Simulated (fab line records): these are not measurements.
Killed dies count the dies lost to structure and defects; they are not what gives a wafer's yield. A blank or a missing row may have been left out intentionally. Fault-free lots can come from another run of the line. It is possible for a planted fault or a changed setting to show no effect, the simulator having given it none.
Which tool is to blame? :: flow sky130 :: 11 lots with 33 wafers sampled at 5 steps, on a route of 708 steps

WHAT THE GAUGES READ, wafer by wafer
SKY_VT_ADJUST_NCORE_CD_MEAS_07: target cd 380 nm. Usual: cd_nm 380.0 nm, standard deviation 2.1.
lot: L844
measured: day 8 17:50
on: cd_sem-02
cd_nm (nm): 378.0 379.8 380.6
flag: 

lot: L846
measured: day 9 13:18
on: cd_sem-02
cd_nm (nm): 381.5 378.3 379.5
flag: 

lot: L847
measured: day 9 20:14
on: cd_sem-01
cd_nm (nm): 379.2 375.8 377.8
flag: 

lot: L849
measured: day 10 09:05
on: cd_sem-02
cd_nm (nm): 381.6 383.8 384.6
flag: 

lot: L850
measured: day 10 17:07
on: cd_sem-02
cd_nm (nm): 378.0 378.6 379.6
flag: 

lot: L852
measured: day 11 05:08
on: cd_sem-02
cd_nm (nm): 381.0 379.0 380.3
flag: 

lot: L853
measured: day 11 13:45
on: cd_sem-02
cd_nm (nm): 378.2 379.3 379.7
flag: 

lot: L854
measured: day 11 22:29
on: cd_sem-01
cd_nm (nm): 382.5 377.3 380.5
flag: 

lot: L855
measured: day 12 02:46
on: cd_sem-01
cd_nm (nm): 377.5 377.5 378.1
flag: 

lot: L858
measured: day 12 23:28
on: cd_sem-01
cd_nm (nm): 379.7 378.9 381.0
flag: 

lot: L859
measured: day 13 04:48
on: cd_sem-02
cd_nm (nm): 378.4 380.5 379.4
flag: 

SKY_VT_ADJUST_HVTR_CD_MEAS_07: target cd 380 nm. Usual: cd_nm 379.9 nm, standard deviation 2.7.
lot: L844
measured: day 9 15:12
on: cd_sem-02
cd_nm (nm): 379.6 379.2 379.0
flag: 

lot: L846
measured: day 10 11:57
on: cd_sem-01
cd_nm (nm): 381.8 382.4 381.2
flag: 

lot: L847
measured: day 10 19:10
on: cd_sem-02
cd_nm (nm): 382.8 382.2 381.9
flag: 

lot: L849
measured: day 11 08:19
on: cd_sem-01
cd_nm (nm): 377.3 379.6 380.2
flag: 

lot: L850
measured: day 11 16:28
on: cd_sem-02
cd_nm (nm): 378.3 380.0 382.4
flag: 

lot: L852
measured: day 12 04:38
on: cd_sem-02
cd_nm (nm): 376.7 378.3 377.4
flag: 

lot: L853
measured: day 12 13:45
on: cd_sem-01
cd_nm (nm): 380.9 382.6 381.0
flag: 

lot: L854
measured: day 12 22:34
on: cd_sem-02
cd_nm (nm): 381.6 377.3 379.8
flag: 

lot: L855
measured: day 13 02:50
on: cd_sem-02
cd_nm (nm): 380.6 379.4 379.2
flag: 

lot: L858
measured: day 14 00:47
on: cd_sem-01
cd_nm (nm): 383.4 383.2 385.5
flag: 

lot: L859
measured: day 14 06:11
on: cd_sem-02
cd_nm (nm): 381.0 382.6 382.2
flag: 

SKY_GATE_OXIDE_THK_MEAS_02. Usual: GATE_OXIDE_OXIDATION_00_THK 10.22 nm, standard deviation 0.2.
lot: L844
measured: day 12 21:09
on: film_metro-03
GATE_OXIDE_OXIDATION_00_THK (nm): 10.31 10.11 10.14
flag: 

lot: L846
measured: day 13 22:25
on: film_metro-03
GATE_OXIDE_OXIDATION_00_THK (nm): 10.28 9.97 10.09
flag: 

lot: L847
measured: day 14 06:14
on: film_metro-02
GATE_OXIDE_OXIDATION_00_THK (nm): 10.15 10.31 10.42
flag: 

lot: L849
measured: day 15 00:22
on: film_metro-01
GATE_OXIDE_OXIDATION_00_THK (nm): 10.50 10.41 10.47
flag: 

lot: L850
measured: day 15 08:33
on: film_metro-03
GATE_OXIDE_OXIDATION_00_THK (nm): 10.04 10.14 9.97
flag: 

lot: L852
measured: day 15 19:36
on: film_metro-03
GATE_OXIDE_OXIDATION_00_THK (nm): 10.47 10.44 10.49
flag: 

lot: L853
measured: day 16 02:52
on: film_metro-01
GATE_OXIDE_OXIDATION_00_THK (nm): 10.45 10.52 10.55
flag: 

lot: L854
measured: day 16 14:46
on: film_metro-01
GATE_OXIDE_OXIDATION_00_THK (nm): 10.17 10.24 10.09
flag: 

lot: L855
measured: day 16 18:02
on: film_metro-02
GATE_OXIDE_OXIDATION_00_THK (nm): 9.98 10.30 10.13
flag: 

lot: L858
measured: day 17 19:45
on: film_metro-02
GATE_OXIDE_OXIDATION_00_THK (nm): 7.12 6.91 7.19 7.08 6.97 7.18
flag: OFF

lot: L859
measured: day 18 00:19
on: film_metro-03
GATE_OXIDE_OXIDATION_00_THK (nm): 6.77 6.90 6.89 6.72 6.88 6.89
flag: OFF

EACH LOT AND THE TOOL THAT RAN IT (in order: tool; ch and the chambers of the sampled wafers; start)
lot: L844
SKY_SONOS_ONO_ETCH_15: rie_diel-02 ch 0,2,3, day 12 18:31
SKY_GATE_OXIDE_OXIDATION_01: furnace-01 ch 0, day 12 19:44

lot: L846
SKY_SONOS_ONO_ETCH_15: rie_diel-01 ch 1,2, day 13 20:26
SKY_GATE_OXIDE_OXIDATION_01: furnace-01 ch 0, day 13 20:59

lot: L847
SKY_SONOS_ONO_ETCH_15: rie_diel-02 ch 2,3, day 14 04:29
SKY_GATE_OXIDE_OXIDATION_01: furnace-02 ch 0, day 14 04:50

lot: L849
SKY_SONOS_ONO_ETCH_15: rie_diel-03 ch 0,3, day 14 19:19
SKY_GATE_OXIDE_OXIDATION_01: furnace-02 ch 0, day 14 22:56

lot: L850
SKY_SONOS_ONO_ETCH_15: rie_diel-03 ch 0,1,3, day 15 04:46
SKY_GATE_OXIDE_OXIDATION_01: furnace-01 ch 0, day 15 07:08

lot: L852
SKY_SONOS_ONO_ETCH_15: rie_diel-03 ch 0,1,2, day 15 14:23
SKY_GATE_OXIDE_OXIDATION_01: furnace-02 ch 0, day 15 18:10

lot: L853
SKY_SONOS_ONO_ETCH_15: rie_diel-02 ch 0,1,2, day 16 00:22
SKY_GATE_OXIDE_OXIDATION_01: furnace-01 ch 0, day 16 01:26

lot: L854
SKY_SONOS_ONO_ETCH_15: rie_diel-02 ch 0,2,3, day 16 12:10
SKY_GATE_OXIDE_OXIDATION_01: furnace-02 ch 0, day 16 13:21

lot: L855
SKY_SONOS_ONO_ETCH_15: rie_diel-03 ch 0,3, day 16 16:02
SKY_GATE_OXIDE_OXIDATION_01: furnace-01 ch 0, day 16 16:38

lot: L858
SKY_SONOS_ONO_ETCH_15: rie_diel-01 ch 0,1,3, day 17 17:58
SKY_GATE_OXIDE_OXIDATION_01: furnace-02 ch 0, day 17 18:20

lot: L859
SKY_SONOS_ONO_ETCH_15: rie_diel-03 ch 2,3, day 17 22:29
SKY_GATE_OXIDE_OXIDATION_01: furnace-02 ch 0, day 17 22:53
- SKY_SONOS_ONO_ETCH_15: etches the open film in CHF3/O2, target depth 19.52 nm, time 7.8 s.
- SKY_GATE_OXIDE_OXIDATION_01: stabilise 600 s, purge 300 s, target thk 10.268 nm.

AS READ BY THE TOOLS THEMSELVES (means over the sampled wafers that have a number; for cases with no such wafer, the mark the record gives instead)
SKY_SONOS_ONO_ETCH_15. Usual: chf3_flow_sccm 50.02 sccm, standard deviation 0.15; drypump_motor_current_A 5.6 A, standard deviation 0.38; oes_product_au 1.000 a.u., standard deviation 0.01; throttle_valve_pct 8.824 %, standard deviation 0.0087.
lot: L844
tool: rie_diel-02
chf3_flow_sccm (sccm): 50.01
drypump_motor_current_A (A): 5.1
oes_product_au (a.u.): 0.994
throttle_valve_pct (%): 8.822
flag: 

lot: L846
tool: rie_diel-01
chf3_flow_sccm (sccm): 50.12
drypump_motor_current_A (A): 5.8
oes_product_au (a.u.): 1.015
throttle_valve_pct (%): 8.821
flag: 

lot: L847
tool: rie_diel-02
chf3_flow_sccm (sccm): 49.90
drypump_motor_current_A (A): 4.8
oes_product_au (a.u.): 0.991
throttle_valve_pct (%): 8.819
flag: 

lot: L849
tool: rie_diel-03
chf3_flow_sccm (sccm): 50.06
drypump_motor_current_A (A): 5.9
oes_product_au (a.u.): 0.988
throttle_valve_pct (%): 8.825
flag: 

lot: L850
tool: rie_diel-03
chf3_flow_sccm (sccm): 50.05
drypump_motor_current_A (A): 5.7
oes_product_au (a.u.): 1.003
throttle_valve_pct (%): 8.827
flag: 

lot: L852
tool: rie_diel-03
chf3_flow_sccm (sccm): 50.01
drypump_motor_current_A (A): 5.4
oes_product_au (a.u.): 0.995
throttle_valve_pct (%): 8.816
flag: 

lot: L853
tool: rie_diel-02
chf3_flow_sccm (sccm): 50.02
drypump_motor_current_A (A): 5.3
oes_product_au (a.u.): 1.004
throttle_valve_pct (%): 8.828
flag: 

lot: L854
tool: rie_diel-02
chf3_flow_sccm (sccm): 50.12
drypump_motor_current_A (A): 5.1
oes_product_au (a.u.): 0.989
throttle_valve_pct (%): 8.833
flag: 

lot: L855
tool: rie_diel-03
chf3_flow_sccm (sccm): 50.21
drypump_motor_current_A (A): 5.9
oes_product_au (a.u.): 0.990
throttle_valve_pct (%): 8.825
flag: 

lot: L858
tool: rie_diel-01
chf3_flow_sccm (sccm): 50.04
drypump_motor_current_A (A): 5.7
oes_product_au (a.u.): 1.000
throttle_valve_pct (%): 8.821
flag: 

lot: L859
tool: rie_diel-03
chf3_flow_sccm (sccm): 50.20
drypump_motor_current_A (A): 4.9
oes_product_au (a.u.): 0.994
throttle_valve_pct (%): 8.817
flag: 

SKY_GATE_OXIDE_OXIDATION_01. Usual: spike_tc_bottom_C 922.5 C, standard deviation 2.8; spike_tc_centre_C 901.4 C, standard deviation 1.2; spike_tc_lower_C 901.3 C, standard deviation 1; spike_tc_top_C 911.3 C, standard deviation 1.2; spike_tc_upper_C 900.9 C, standard deviation 1.1; tube_center_temp_C 900 C, standard deviation 0.09; tube_center_temp_C_max 902.3, standard deviation 0.42; zone_power_centre_pct 19.1 %, standard deviation 0.57; zone_power_top_pct 32.6 %, standard deviation 0.96.
lot: L844
tool: furnace-01
spike_tc_bottom_C (C): 919.9
spike_tc_centre_C (C): 902.4
spike_tc_lower_C (C): 901.3
spike_tc_top_C (C): 911.2
spike_tc_upper_C (C): 901.0
tube_center_temp_C (C): 900
tube_center_temp_C_max: 902.3
zone_power_centre_pct (%): 19.4
zone_power_top_pct (%): 33.0
flag: 

lot: L846
tool: furnace-01
spike_tc_bottom_C (C): 919.8
spike_tc_centre_C (C): 901.6
spike_tc_lower_C (C): 900.8
spike_tc_top_C (C): 911.5
spike_tc_upper_C (C): 901.5
tube_center_temp_C (C): 900
tube_center_temp_C_max: 903.0
zone_power_centre_pct (%): 19.5
zone_power_top_pct (%): 33.4
flag: 

lot: L847
tool: furnace-02
spike_tc_bottom_C (C): 926.2
spike_tc_centre_C (C): 900.1
spike_tc_lower_C (C): 902.2
spike_tc_top_C (C): 912.2
spike_tc_upper_C (C): 901.0
tube_center_temp_C (C): 900
tube_center_temp_C_max: 901.8
zone_power_centre_pct (%): 18.4
zone_power_top_pct (%): 31.7
flag: 

lot: L849
tool: furnace-02
spike_tc_bottom_C (C): 925.4
spike_tc_centre_C (C): 900.8
spike_tc_lower_C (C): 901.4
spike_tc_top_C (C): 912.6
spike_tc_upper_C (C): 899.6
tube_center_temp_C (C): 900
tube_center_temp_C_max: 902.7
zone_power_centre_pct (%): 18.4
zone_power_top_pct (%): 31.8
flag: 

lot: L850
tool: furnace-01
spike_tc_bottom_C (C): 920.9
spike_tc_centre_C (C): 901.1
spike_tc_lower_C (C): 900.3
spike_tc_top_C (C): 910.3
spike_tc_upper_C (C): 900.2
tube_center_temp_C (C): 900
tube_center_temp_C_max: 902.6
zone_power_centre_pct (%): 19.4
zone_power_top_pct (%): 33.2
flag: 

lot: L852
tool: furnace-02
spike_tc_bottom_C (C): 925.6
spike_tc_centre_C (C): 900.9
spike_tc_lower_C (C): 901.9
spike_tc_top_C (C): 912.6
spike_tc_upper_C (C): 901.2
tube_center_temp_C (C): 900
tube_center_temp_C_max: 902.4
zone_power_centre_pct (%): 18.5
zone_power_top_pct (%): 31.4
flag: 

lot: L853
tool: furnace-01
spike_tc_bottom_C (C): 921.0
spike_tc_centre_C (C): 902.3
spike_tc_lower_C (C): 901.0
spike_tc_top_C (C): 910.3
spike_tc_upper_C (C): 901.3
tube_center_temp_C (C): 900
tube_center_temp_C_max: 902.8
zone_power_centre_pct (%): 19.8
zone_power_top_pct (%): 33.3
flag: 

lot: L854
tool: furnace-02
spike_tc_bottom_C (C): 926.0
spike_tc_centre_C (C): 901.9
spike_tc_lower_C (C): 902.0
spike_tc_top_C (C): 912.3
spike_tc_upper_C (C): 900.5
tube_center_temp_C (C): 900
tube_center_temp_C_max: 902.4
zone_power_centre_pct (%): 18.5
zone_power_top_pct (%): 31.2
flag: 

lot: L855
tool: furnace-01
spike_tc_bottom_C (C): 920.8
spike_tc_centre_C (C): 902.4
spike_tc_lower_C (C): 900.9
spike_tc_top_C (C): 910.8
spike_tc_upper_C (C): 901.4
tube_center_temp_C (C): 900
tube_center_temp_C_max: 902.3
zone_power_centre_pct (%): 19.5
zone_power_top_pct (%): 33.3
flag: 

lot: L858
tool: furnace-02
spike_tc_bottom_C (C): 893.5
spike_tc_centre_C (C): 867.8
spike_tc_lower_C (C): 868.6
spike_tc_top_C (C): 880.3
spike_tc_upper_C (C): 867.8
tube_center_temp_C (C): 867
tube_center_temp_C_max: 869.8
zone_power_centre_pct (%): 17.1
zone_power_top_pct (%): 29.6
flag: OFF

lot: L859
tool: furnace-02
spike_tc_bottom_C (C): 893.6
spike_tc_centre_C (C): 867.5
spike_tc_lower_C (C): 868.8
spike_tc_top_C (C): 880.9
spike_tc_upper_C (C): 867.3
tube_center_temp_C (C): 867
tube_center_temp_C_max: 869.8
zone_power_centre_pct (%): 17.1
zone_power_top_pct (%): 29.7
flag: OFF

THE ANSWER, worked out from the rows above alone
Rule: a lot counts as off when the mean over its wafers that have a number is more than 3 standard deviations away from the usual mean. Also off: a lot with no number at a reading for which 4 or more lots have one. Any other lot the step has rows for is counted as sound. The gauges are gone through in route order, then the tools' own readings, and for those a lot's mean is taken as printed above. At the first step where some lot is off, the reading lying furthest off is the one used; lots without a number count as furthest.
Off: L858, L859, at SKY_GATE_OXIDE_THK_MEAS_02 (GATE_OXIDE_OXIDATION_00_THK).
A tool fits if, at a process step before that reading, it ran every lot that is off, and no sound lot after the first of them. Not tried: the gauges at SKY_GATE_OXIDE_THK_MEAS_02; whatever is off there is also off at SKY_GATE_OXIDE_OXIDATION_01, on other tools, and gauge error can't account for it. One fits: furnace-02 at SKY_GATE_OXIDE_OXIDATION_01. A fault onset in the window from L854 (day 16 13:21, its last sound lot) to L858 (day 17 18:20, its first lot off) fits.
The tool's own readings at SKY_GATE_OXIDE_OXIDATION_01 bear it out: on the lots that are off they differ by more than 5 times the standard deviation of the sound lots' means. spike_tc_bottom_C reads 893.5 C there against 922.8 C on the sound lots; spike_tc_centre_C reads 867.6 C there against 901.5 C on the sound lots; spike_tc_lower_C reads 868.7 C there against 901.3 C on the sound lots; spike_tc_top_C reads 880.6 C there against 911.5 C on the sound lots; spike_tc_upper_C reads 867.5 C there against 900.9 C on the sound lots; tube_center_temp_C reads 867 C there against 900 C on the sound lots; tube_center_temp_C_max reads 869.8 there against 902.5 on the sound lots.

WHAT HAD BEEN PUT IN BY THE SIMULATOR
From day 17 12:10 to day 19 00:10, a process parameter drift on furnace-02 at SKY_GATE_OXIDE_OXIDATION_01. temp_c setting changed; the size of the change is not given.
Lots struck among those shown: L858, L859. The same result came from the rule above.
